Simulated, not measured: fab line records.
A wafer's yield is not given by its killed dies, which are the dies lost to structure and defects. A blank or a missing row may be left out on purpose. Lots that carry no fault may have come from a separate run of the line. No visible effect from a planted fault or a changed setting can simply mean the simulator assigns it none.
The tool behind it: which one? | flow sky130 | 13 lots, 39 wafers sampled, at 5 steps of a route of 708

WHAT EACH GAUGE READ, for each wafer
SKY_NWELL_OVL_MEAS_10. Usual: NWELL_00_OVL gives -0.4 nm (standard deviation 1.2).
lot  | measured     | on         | NWELL_00_OVL (nm) | flag
L135 | day 4 11:56  | overlay-01 | -0.7 -0.6 2.5     |
L138 | day 5 08:25  | overlay-01 | 2.3 -0.4 -0.3     |
L139 | day 5 12:48  | overlay-01 | 1.8 1.9 0.7       |
L140 | day 5 21:06  | overlay-01 | -0.6 -0.3 -0.6    |
L141 | day 6 00:29  | overlay-01 | -0.6 0.0 0.8      |
L143 | day 6 11:23  | overlay-02 | 1.1 0.4 1.1       |
L146 | day 7 02:47  | overlay-01 | -1.9 0.6 0.2      |
L147 | day 7 11:47  | overlay-02 | -1.7 -2.9 -0.7    |
L149 | day 8 08:07  | overlay-02 | 1.6 -0.6 -0.2     |
L150 | day 8 11:21  | overlay-01 | 1.6 1.8 0.0       |
L151 | day 8 14:10  | overlay-01 | -2.8 -1.1 -1.4    |
L152 | day 8 17:50  | overlay-01 | -1.0 0.2 -1.1     |
L157 | day 10 00:49 | overlay-02 | -1.0 0.1 -1.3     |

SKY_VT_ADJUST_NCORE_OVL_MEAS_08. Usual: VT_ADJUST_NCORE_OVL gives 0.9 nm (standard deviation 1.5).
lot  | measured     | on         | VT_ADJUST_NCORE_OVL (nm) | flag
L135 | day 8 10:46  | overlay-02 | 0.0 0.9 -0.5             |
L138 | day 9 11:02  | overlay-01 | 1.0 0.7 1.7              |
L139 | day 9 15:34  | overlay-02 | 0.7 0.3 -1.7             |
L140 | day 10 01:14 | overlay-02 | 2.7 1.0 1.3              |
L141 | day 10 06:17 | overlay-01 | 0.9 -1.5 0.3             |
L143 | day 10 19:40 | overlay-02 | 1.9 3.0 3.5              |
L146 | day 11 14:50 | overlay-02 | 0.6 3.6 2.1              |
L147 | day 12 02:14 | overlay-01 | 0.1 -2.1 0.0             |
L149 | day 13 01:04 | overlay-02 | 0.3 -3.0 1.2             |
L150 | day 13 06:34 | overlay-02 | 0.9 1.6 -0.1             |
L151 | day 13 09:47 | overlay-01 | -1.3 1.5 0.1             |
L152 | day 13 12:50 | overlay-02 | -2.2 0.6 0.8             |
L157 | day 15 03:00 | overlay-01 | 2.3 0.5 1.6              |

SKY_LDD_P_TW_MEAS_11. Usual: LDD_P_TW gives 634 (standard deviation 3.5).
lot  | measured     | on            | LDD_P_TW    | flag
L135 | day 18 23:05 | film_metro-01 | 632 631 634 |
L138 | day 20 02:56 | film_metro-02 | 633 638 636 |
L139 | day 20 02:44 | film_metro-03 | 632 633 631 |
L140 | day 20 19:26 | film_metro-01 | 629 631 629 |
L141 | day 21 07:47 | film_metro-01 | 630 631 629 |
L143 | day 22 10:23 | film_metro-03 | 632 633 631 |
L146 | day 22 22:58 | film_metro-01 | 632 632 634 |
L147 | day 23 11:42 | film_metro-01 | 628 631 630 |
L149 | day 24 10:58 | film_metro-01 | 587 585 585 | OFF
L150 | day 24 22:36 | film_metro-03 | 587 583 589 | OFF
L151 | day 24 23:52 | film_metro-01 | 590 587 588 | OFF
L152 | day 25 04:30 | film_metro-03 | 634 633 632 |
L157 | day 26 20:36 | film_metro-03 | 632 635 637 |

SKY_RES_XHIGH_TW_MEAS_09. Usual: RES_XHIGH_TW gives 1636 (standard deviation 7.8).
lot  | measured     | on            | RES_XHIGH_TW   | flag
L135 | day 26 13:22 | film_metro-03 | 1643 1640 1647 |
L138 | day 27 17:34 | film_metro-01 | 1638 1643 1644 |
L139 | day 27 16:41 | film_metro-01 | 1637 1633 1637 |
L140 | day 28 06:38 | film_metro-01 | 1635 1644 1648 |
L141 | day 28 19:35 | film_metro-04 | 1622 1639 1635 |
L143 | day 29 18:57 | film_metro-04 | 1643 1639 1645 |
L146 | day 30 06:19 | film_metro-03 | 1629 1630 1625 |
L147 | day 30 16:13 | film_metro-04 | 1637 1624 1636 |
L149 | day 31 16:04 | film_metro-03 | 1642 1638 1642 |
L150 | day 31 23:46 | film_metro-03 | 1632 1632 1646 |
L151 | day 32 04:38 | film_metro-04 | 1626 1622 1619 |
L152 | day 32 06:17 | film_metro-01 | 1624 1628 1629 |
L157 | day 33 20:48 | film_metro-01 | 1639 1635 1637 |

WHAT TOOL EACH LOT RAN ON (gives the tool, then ch and the chambers of the sampled wafers, and finally the start)
lot  | SKY_LDD_P_IMPLANT_09
L135 | implanter-04 ch 0, day 18 22:50
L138 | implanter-02 ch 0, day 20 02:41
L139 | implanter-01 ch 0, day 20 02:31
L140 | implanter-04 ch 0, day 20 19:13
L141 | implanter-02 ch 0, day 21 07:32
L143 | implanter-04 ch 0, day 22 10:08
L146 | implanter-04 ch 0, day 22 22:44
L147 | implanter-04 ch 0, day 23 11:28
L149 | implanter-04 ch 0, day 24 10:44
L150 | implanter-04 ch 0, day 24 22:23
L151 | implanter-04 ch 0, day 24 23:38
L152 | implanter-01 ch 0, day 25 04:16
L157 | implanter-02 ch 0, day 26 20:23
- SKY_LDD_P_IMPLANT_09

AS READ BY THE TOOLS THEMSELVES (means over the sampled wafers that have a number; for cases with no such wafer, the mark the record gives instead)
SKY_LDD_P_IMPLANT_09. Usual: beam_on_s 10.00 s, standard deviation 0.2; dose_ions_cm2 1e+13, standard deviation 1e+10; faraday_current_uA 56.4, standard deviation 1.1.
lot  | tool         | beam_on_s (s) | dose_ions_cm2 | faraday_current_uA | flag
L135 | implanter-04 | 9.98          | 1e+13         | 56.5               |
L138 | implanter-02 | 10.01         | 1e+13         | 56.3               |
L139 | implanter-01 | 10.13         | 1e+13         | 55.7               |
L140 | implanter-04 | 9.92          | 1e+13         | 56.9               |
L141 | implanter-02 | 9.87          | 1e+13         | 57.1               |
L143 | implanter-04 | 10.03         | 1e+13         | 56.2               |
L146 | implanter-04 | 9.96          | 1e+13         | 56.5               |
L147 | implanter-04 | 10.05         | 1e+13         | 56.1               |
L149 | implanter-04 | 10.05         | 8e+12         | 44.0               | OFF
L150 | implanter-04 | 10.27         | 8e+12         | 42.8               | OFF
L151 | implanter-04 | 10.11         | 8e+12         | 43.7               | OFF
L152 | implanter-01 | 9.93          | 1e+13         | 56.6               |
L157 | implanter-02 | 10.01         | 1e+13         | 56.4               |

THE ANSWER, worked out from the rows above alone
Rule: take the mean of a lot's wafers that have a number; if it is more than 3 standard deviations from the usual mean, the lot is off. A lot without any number at a reading at which 4 lots or more have one is off too. All remaining lots with rows at the step are treated as sound. After the gauges, taken in route order, come the tools' own readings; for these a lot's mean is taken, as printed above. At the first step where some lot is off, the reading lying furthest off is the one used; lots without a number count as furthest.
Off: L149, L150, L151, seen at SKY_LDD_P_TW_MEAS_11 (LDD_P_TW).
A tool fits if, at a process step before that reading, it ran every lot that is off, and no sound lot after the first of them. Not tried: the gauges at SKY_LDD_P_TW_MEAS_11; whatever is off there is also off at SKY_LDD_P_IMPLANT_09, on other tools, and gauge error can't account for it. One candidate fits, namely implanter-04 at SKY_LDD_P_IMPLANT_09. Its last sound lot is L147 (day 23 11:28), its first lot that is off L149 (day 24 10:44): a fault that began between those two fits.
The tool's own readings at SKY_LDD_P_IMPLANT_09 bear it out: on the lots that are off they differ by more than 5 times the standard deviation of the sound lots' means. dose_ions_cm2 reads 8e+12 there against 1e+13 on the sound lots; faraday_current_uA reads 43.5 there against 56.4 on the sound lots.

WHAT THE SIMULATOR HAD PUT IN
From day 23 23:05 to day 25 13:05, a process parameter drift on implanter-04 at SKY_LDD_P_IMPLANT_09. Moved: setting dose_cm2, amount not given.
Lots struck among those shown: L149, L150, L151. This agrees with what the rule above found.
